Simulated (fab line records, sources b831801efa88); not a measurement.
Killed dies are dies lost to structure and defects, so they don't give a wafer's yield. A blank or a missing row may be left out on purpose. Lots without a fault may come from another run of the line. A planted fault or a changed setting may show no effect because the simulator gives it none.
fab line records | flow sfq_line
record lots=14 wafers=42 last_day=78
route steps=325 shown R5@224 I5@228 C5@248 M6@252
lots that met no fault: from a run of the same line without faults
start_h: hours from the record's first day to the start of the lot's first wafer shown | wait_h: hours since the lot's step before | " the same as in the row above | L1.1+2: a row that stands for several wafers | - no value, or no start given | * or withheld: withheld | < > ~ a bound
route shown NAME@n: a module of which the file shows steps, and the number in the route of the first | usual: mean/standard deviation of fault-free wafers | same: alike in all rows | chamber/n: place in a boat | sites: the reading at each site | _std_site: their standard deviation | _edge_site: outer sites' mean less inner sites' | radius_mm: how far each site lies from the wafer's centre | mask NAME#n: copy n | behind: the tool/chamber that last shaped the wafer | hold: why the lot was held/for how many hours/how that ended | device: the transistor (n, p or np) that didn't switch | end of line: the same wafers' tests at the end of the route | a step without rows: its recipe alone | killed: dies lost to structure and defects at the first sort, not the wafer's yield | map: a wafer's dies, x killed, . not, _ none there
set.NAME: the setting as run; set.NAME@STEP: as run at that earlier step | model.NAME: the simulator's own value behind a step, which no gauge read
steps of the route over a sample of lots; a table a step, a row a wafer
services: from which hour (start_h, from the record's first day; less than 0 if before it) a tool's chamber was out of use, for how many hours, and why
## steps
# step SFQ_TRILAYER_R5_BARC_OPEN_METAL_ETCH_177
# recipe mask_material=PR chemistry=O2 target_depth_nm=125 target=BARC icp_w=600 bias_w=80 pressure_mtorr=10 time_s=41.7
# usual drypump_motor_current_A=6.02/0.28 oes_product_au=0.685/0.0043
# columns lot.wafer tool chamber start_h wait_h drypump_motor_current_A oes_product_au rf_hours_counter_h
L926.1 rie_metal-04 1 1179.60 0.0 6.08 0.683 60
L926.2 " 0 " " 5.82 0.683 29
L926.6 " 0 " " 5.84 0.693 -
L928.2 rie_metal-02 0 1201.30 0.0 5.55 0.681 124
L928.3 " 0 " " 5.58 0.683 -
L928.6 " 0 " " 5.56 0.688 -
L930.3 rie_metal-02 1 1233.52 0.0 5.80 0.691 -
L930.5 " 0 " " 5.57 0.692 -
L930.6 " 1 " " 5.80 0.688 -
L931.1 rie_metal-02 1 1241.90 0.0 5.79 0.680 42
L931.3 " 1 " " 5.76 0.690 -
L931.6 " 1 " " 5.75 0.685 -
L932.1 rie_metal-02 1 1255.10 0.0 5.76 0.685 45
L932.4 " 1 " " 5.76 0.687 -
L932.5 " 0 " " 5.57 0.685 -
L933.3 rie_metal-02 1 1268.32 0.0 5.79 0.680 -
L933.5 " 1 " " 5.80 0.685 -
L933.6 " 0 " " 5.57 0.687 -
L934.2 rie_metal-04 0 1276.33 0.0 5.81 0.685 47
L934.3 " 1 " " 6.10 0.691 -
L934.4 " 0 " " 5.84 0.683 -
L939.2 rie_metal-01 0 1307.45 0.0 6.22 0.685 55
L939.4 " 1 " " 6.33 0.685 -
L939.6 " 0 " " 6.20 0.681 -
L943.1 rie_metal-02 0 1334.91 0.0 5.56 0.689 149
L943.3 " 1 " " 5.77 0.679 -
L943.4 " 0 " " 5.59 0.682 -
L944.1 rie_metal-04 0 1339.40 0.0 5.83 0.684 59
L944.2 " 1 " " 6.08 0.683 87
L944.4 " 0 " " 5.83 0.687 -
L946.1 rie_metal-01 0 1357.40 0.0 6.22 0.685 64
L946.3 " 1 " " 6.35 0.677 -
L946.4 " 0 " " 6.23 0.685 -
L947.1 rie_metal-01 1 1359.80 0.0 6.39 0.687 43
L947.4 " 0 " " 6.21 0.683 -
L947.5 " 0 " " 6.18 0.692 -
L948.3 rie_metal-01 0 1363.42 0.0 6.23 0.688 -
L948.4 " 1 " " 6.30 0.686 -
L948.6 " 1 " " 6.32 0.690 -
L949.3 rie_metal-01 1 1371.92 0.0 6.26 0.687 -
L949.4 " 0 " " 6.21 0.687 -
L949.6 " 0 " " 6.20 0.682 -
# step SFQ_TRILAYER_A5C_DEP_PECVD_142
# recipe material=SiO2 temp_c=150 time_s=15.556 pressure_torr=2.4 rf_w=183.3 precursor=SiH4/N2O target_thk_nm=70
# usual heater_power_w=78/14 throttle_valve_pct=25.2/1.4
# columns lot.wafer tool chamber start_h wait_h heater_power_w throttle_valve_pct
L926.1 pecvd-01 1 1180.49 0.0 89 24.4
L926.2 " 0 " " 66 28.2
L926.6 " 0 " " 66 28.1
L928.2 pecvd-04 1 1202.19 0.0 68 23.3
L928.3 " 2 " " 92 25.1
L928.6 " 1 " " 72 22.9
L930.3 pecvd-01 2 1234.39 0.0 81 26.4
L930.5 " 0 " " 76 28.1
L930.6 " 1 " " 102 24.3
L931.1 pecvd-01 1 1242.79 0.0 103 24.4
L931.3 " 2 " " 70 26.4
L931.6 " 0 " " 72 28.5
L932.1 pecvd-04 1 1256.17 0.0 81 23.1
L932.4 " 2 " " 98 25.1
L932.5 " 0 " " 89 25.8
L933.3 pecvd-04 0 1269.19 0.0 77 25.8
L933.5 " 0 " " 76 25.6
L933.6 " 1 " " 75 23.4
L934.2 pecvd-04 1 1277.23 0.0 78 23.4
L934.3 " 2 " " 92 25.1
L934.4 " 1 " " 80 23.5
L939.2 pecvd-04 1 1308.34 0.0 77 23.4
L939.4 " 0 " " 90 25.7
L939.6 " 0 " " 92 25.9
L943.1 pecvd-02 1 1335.80 0.0 63 25.5
L943.3 " 0 " " 53 24.5
L943.4 " 2 " " 60 26.0
L944.1 pecvd-02 0 1340.29 0.0 57 24.3
L944.2 " 1 " " 68 26.2
L944.4 " 1 " " 68 25.9
L946.1 pecvd-01 2 1358.29 0.0 91 23.0
L946.3 " 0 " " 82 22.4
L946.4 " 2 " " 89 23.0
L947.1 pecvd-01 1 1360.69 0.0 94 23.3
L947.4 " 1 " " 95 23.2
L947.5 " 0 " " 79 22.5
L948.3 pecvd-04 1 1364.29 0.0 64 23.6
L948.4 " 1 " " 65 23.5
L948.6 " 0 " " 84 25.8
L949.3 pecvd-04 0 1372.79 0.0 89 26.2
L949.4 " 2 " " 97 25.4
L949.6 " 1 " " 73 23.5
# step SFQ_TRILAYER_C5_ETCH_VIA_ETCH_154
# recipe target=SiO2 mask_material=PR chemistry=CHF3 target_depth_nm=84 source_w=500 bias_w=80 pressure_mtorr=30 time_s=withheld stop_on=Nb
# usual drypump_motor_current_A=5.9/0.54 oes_product_au=0.897/0.0095
# columns lot.wafer tool chamber start_h wait_h drypump_motor_current_A oes_product_au
L926.1 rie_diel-01 1 1296.69 0.0 6.0 0.898
L926.2 " 0 " " 4.9 0.898
L926.6 " 2 " " 6.3 0.902
L928.2 rie_diel-02 2 1318.29 0.0 5.8 0.899
L928.3 " 0 " " 5.6 0.895
L928.6 " 3 " " 6.8 0.909
L930.3 rie_diel-02 2 1343.04 0.0 5.8 0.899
L930.5 " 2 " " 5.8 0.920
L930.6 " 1 " " 5.5 0.905
L931.1 rie_diel-02 2 1350.41 0.0 5.7 0.895
L931.3 " 0 " " 5.6 0.902
L931.6 " 2 " " 5.8 0.905
L932.1 rie_diel-02 3 1358.64 0.0 6.8 0.897
L932.4 " 0 " " 5.6 0.908
L932.5 " 1 " " 5.5 0.911
L933.3 rie_diel-01 3 1379.44 0.0 6.0 0.899
L933.5 " 0 " " 4.9 0.907
L933.6 " 1 " " 6.0 0.905
L934.2 rie_diel-01 1 1386.64 0.0 6.0 0.999
L934.3 " 0 " " 4.9 0.881
L934.4 " 3 " " 5.9 0.902
L939.2 rie_diel-01 3 1415.24 0.0 5.9 1.009
L939.4 " 0 " " 4.9 0.902
L939.6 " 0 " " 4.9 0.896
L943.1 rie_diel-03 3 1439.24 0.0 4.9 0.906
L943.3 " 2 " " 6.3 0.895
L943.4 " 1 " " 6.3 0.884
L944.1 rie_diel-01 3 1444.79 0.0 6.0 0.888
L944.2 " 1 " " 6.0 0.886
L944.4 " 2 " " 6.3 0.894
L946.1 rie_diel-02 0 1460.39 0.0 5.6 0.889
L946.3 " 1 " " 5.5 0.893
L946.4 " 3 " " 6.7 0.903
L947.1 rie_diel-01 2 1462.79 0.0 6.3 0.866
L947.4 " 3 " " 5.9 0.881
L947.5 " 1 " " 6.0 0.901
L948.3 rie_diel-01 0 1467.59 0.0 4.9 0.885
L948.4 " 1 " " 6.0 0.896
L948.6 " 0 " " 4.9 0.914
L949.3 rie_diel-01 0 1475.99 0.0 4.9 0.901
L949.4 " 3 " " 5.9 0.893
L949.6 " 2 " " 6.3 0.894
# step SFQ_TRILAYER_M6_DEP_SPUTTER_157
# recipe material=Nb base_pressure_pa=1.33e-06 chamber_pressure_pa=0.1333 substrate_temp_c=20 target_thk_nm=200 power_w=2000 time_s=133.3
# usual substrate_temp_c=20.00/0.1 throttle_valve_pct=29.7/0.86
# columns lot.wafer tool chamber start_h wait_h substrate_temp_c throttle_valve_pct
L926.1 pvd_sputter-03 - 1297.54 0.0 20.00 31.2
L926.2 " - " " 20.00 29.7
L926.6 " - " " 20.01 30.9
L928.2 pvd_sputter-03 - 1319.14 0.0 19.93 29.7
L928.3 " - " " 20.02 31.1
L928.6 " - " " 20.03 30.0
L930.3 pvd_sputter-03 - 1343.89 0.0 19.86 29.7
L930.5 " - " " 19.98 31.1
L930.6 " - " " 19.94 30.9
L931.1 pvd_sputter-04 - 1351.26 0.0 20.23 30.5
L931.3 " - " " 20.15 29.7
L931.6 " - " " 20.14 29.6
L932.1 pvd_sputter-04 - 1359.49 0.0 19.97 30.2
L932.4 " - " " 19.98 28.8
L932.5 " - " " 19.99 29.5
L933.3 pvd_sputter-06 - 1380.50 0.0 20.01 28.3
L933.5 " - " " 19.81 29.5
L933.6 " - " " 20.10 29.8
L934.2 pvd_sputter-06 - 1387.51 0.0 20.06 29.5
L934.3 " - " " 20.18 28.4
L934.4 " - " " 19.95 29.8
L939.2 pvd_sputter-06 - 1416.09 0.0 20.14 29.7
L939.4 " - " " 20.09 28.2
L939.6 " - " " 20.15 28.0
L943.1 pvd_sputter-03 - 1440.09 0.0 19.92 31.0
L943.3 " - " " 20.08 29.9
L943.4 " - " " 20.21 29.8
L944.1 pvd_sputter-06 - 1446.24 0.0 19.92 29.8
L944.2 " - " " 20.16 29.5
L944.4 " - " " 19.79 28.0
L946.1 pvd_sputter-03 - 1461.84 0.0 19.98 29.7
L946.3 " - " " 20.03 31.1
L946.4 " - " " 20.03 29.7
L947.1 pvd_sputter-06 - 1463.64 0.0 20.07 29.8
L947.4 " - " " 19.91 28.2
L947.5 " - " " 19.99 28.1
L948.3 pvd_sputter-06 - 1468.44 0.0 19.89 29.7
L948.4 " - " " 19.89 28.2
L948.6 " - " " 19.98 28.3
L949.3 pvd_sputter-06 - 1476.84 0.0 19.91 29.5
L949.4 " - " " 19.95 27.9
L949.6 " - " " 19.97 28.3
# step SFQ_M6_OVL_MEAS_940
# usual M6_OVL=2/7.2
# columns lot.wafer tool chamber start_h wait_h M6_OVL[nm]
L926.1 overlay-02 - 1335.22 0.1 6
L926.2 " - " " 3
L926.6 " - " " -3
L928.2 overlay-02 - 1350.83 0.1 -7
L928.3 " - " " 1
L928.6 " - " " 7
L930.3 overlay-02 - 1371.03 0.1 1
L930.5 " - " " 0
L930.6 " - " " 13
L931.1 overlay-01 - 1377.02 0.1 7
L931.3 " - " " -1
L931.6 " - " " 1
L932.1 overlay-01 - 1384.22 0.1 -6
L932.4 " - " " 0
L932.5 " - " " -11
L933.3 overlay-02 - 1400.68 0.1 7
L933.5 " - " " 6
L933.6 " - " " -4
L934.2 overlay-02 - 1409.08 0.1 6
L934.3 " - " " 3
L934.4 " - " " 8
L939.2 overlay-02 - 1428.28 0.1 9
L939.4 " - " " 11
L939.6 " - " " 14
L943.1 overlay-01 - 1453.43 0.1 -6
L943.3 " - " " 1
L943.4 " - " " 3
L944.1 overlay-01 - 1457.03 0.1 14
L944.2 " - " " 0
L944.4 " - " " 0
L946.1 overlay-01 - 1469.28 0.1 22
L946.3 " - " " 23
L946.4 " - " " 11
L947.1 overlay-01 - 1471.43 0.1 0
L947.4 " - " " 10
L947.5 " - " " 7
L948.3 overlay-01 - 1475.04 0.1 10
L948.4 " - " " 2
L948.6 " - " " 2
L949.3 overlay-01 - 1482.24 0.1 4
L949.4 " - " " -2
L949.6 " - " " -3
## services
# columns tool chamber start_h hours kind
rie_metal-02 - 1162.14 0.8 repair
pvd_sputter-06 - 1167.44 7.3 repair
pecvd-01 2 1169.71 2.5 repair
rie_diel-02 - 1170.57 0.8 repair
rie_metal-02 - 1173.36 0.6 repair
rie_diel-01 1 1184.64 17.2 repair
rie_diel-02 2 1188.61 21.5 repair
rie_metal-01 - 1229.24 0.1 repair
rie_metal-01 0 1229.78 2.9 repair
pvd_sputter-06 - 1244.73 1.0 repair
pecvd-01 0 1260.81 4.6 repair
pvd_sputter-06 - 1265.71 2.9 repair
rie_diel-02 0 1282.26 4.8 repair
pecvd-01 2 1285.41 7.5 repair
pecvd-04 - 1300.22 1.8 repair
pecvd-04 2 1303.83 12.2 repair
rie_diel-01 2 1309.64 4.4 repair
pecvd-01 - 1316.75 14.0 pm
pecvd-01 2 1332.15 13.8 repair
rie_metal-02 0 1338.55 10.3 repair
rie_diel-01 - 1338.68 0.7 repair
rie_diel-01 0 1340.73 1.7 repair
rie_diel-02 1 1350.33 7.5 repair
rie_diel-01 3 1455.44 3.6 repair
## key
first_sign step=SFQ_TRILAYER_C5_ETCH_VIA_ETCH_154 reading=oes_product_au direction=up sigmas=11 usual=0.897 struck=1.004
effect none on later readings
met_at SFQ_TRILAYER_A5C_DEP_PECVD_142
struck_lots L934,L939
struck_wafers L934.2,L939.2
not_acting_at SFQ_TRILAYER_R5_BARC_OPEN_METAL_ETCH_177,SFQ_TRILAYER_M6_DEP_SPUTTER_157,SFQ_M6_OVL_MEAS_940
onset_between 1269.19 1277.23
fault kind=process_parameter_drift tool=pecvd-04 chamber=- onset_h=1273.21 steps=SFQ_TRILAYER_A5C_DEP_PECVD_142 channel=target_thk_nm offset=62.769 shape=step end_h=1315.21 scope=struck_wafers_only acts_in=these_recipes_only stated=70
